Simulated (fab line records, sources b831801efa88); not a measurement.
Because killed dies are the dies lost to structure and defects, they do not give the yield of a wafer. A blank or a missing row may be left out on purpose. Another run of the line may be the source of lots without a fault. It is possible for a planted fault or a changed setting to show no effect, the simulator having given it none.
Which tool was responsible? | flow sky130 | 36 wafers from 12 lots sampled at 2 of the route's 708 steps

## WHAT THE GAUGES READ, wafer by wafer
SKY_VIA1_OVL_MEAS_13.
lot  | measured     | on         | VIA1_OVL (nm)
L075 | day 34 14:07 | overlay-01 | -2 -3 -4
L077 | day 35 05:02 | overlay-02 | -5 -1 -4
L079 | day 35 15:48 | overlay-02 | 9 -3 2
L081 | day 36 09:18 | overlay-01 | 0 -1 5
L083 | day 37 02:57 | overlay-01 | 4 -4 -6
L085 | day 37 15:54 | overlay-02 | -4 -5 -4
L087 | day 38 06:10 | overlay-01 | 11 7 12
L089 | day 38 21:49 | overlay-01 | -3 -4 3
L091 | day 39 13:19 | overlay-02 | -7 -10 -7
L093 | day 39 22:43 | overlay-01 | 10 -2 0
L095 | day 40 12:48 | overlay-02 | 2 3 7
L097 | day 41 08:52 | overlay-02 | -2 -4 -1

## WHAT TOOL EACH LOT RAN ON (gives the tool, then ch and the chambers of the sampled wafers, and finally the start)
lot  | SKY_RES_XHIGH_STRIP_08
L075 | plasmaAsher-02 ch 0,1, day 27 07:51
L077 | plasmaAsher-04 ch 0,1, day 28 00:14
L079 | plasmaAsher-01 ch 0,1, day 28 13:14
L081 | plasmaAsher-02 ch 0,1, day 29 05:49
L083 | plasmaAsher-01 ch 0,1, day 30 00:04
L085 | plasmaAsher-01 ch 0,1, day 30 16:16
L087 | plasmaAsher-02 ch 0,1, day 31 05:19
L089 | plasmaAsher-04 ch 0,1, day 31 22:39
L091 | plasmaAsher-02 ch 0,1, day 32 15:31
L093 | plasmaAsher-01 ch 0,1, day 33 03:28
L095 | plasmaAsher-04 ch 0,1, day 33 18:29
L097 | plasmaAsher-01 ch 0,1, day 34 14:50
- SKY_RES_XHIGH_STRIP_08: strips in O2/N2.

## THE ANSWER, worked out from the rows above alone
Rule: usual is defined by the lots themselves. Put in order of their means at a reading, lots are off if they are a third of the lots or fewer, leave a main group of 4 or more, and stand apart from it by a gap of 3 or more times the standard deviation of the main group's means; of several such gaps the widest counts. The tables above print the reading to a certain number of digits; a main group whose means all agree to those digits is not used. Also off: a lot with no number at a reading for which 4 or more lots have one. Any other lot the step has rows for is counted as sound.
No lot is off at any reading shown: from this, nothing can be told.

## WHAT HAD BEEN PUT IN BY THE SIMULATOR
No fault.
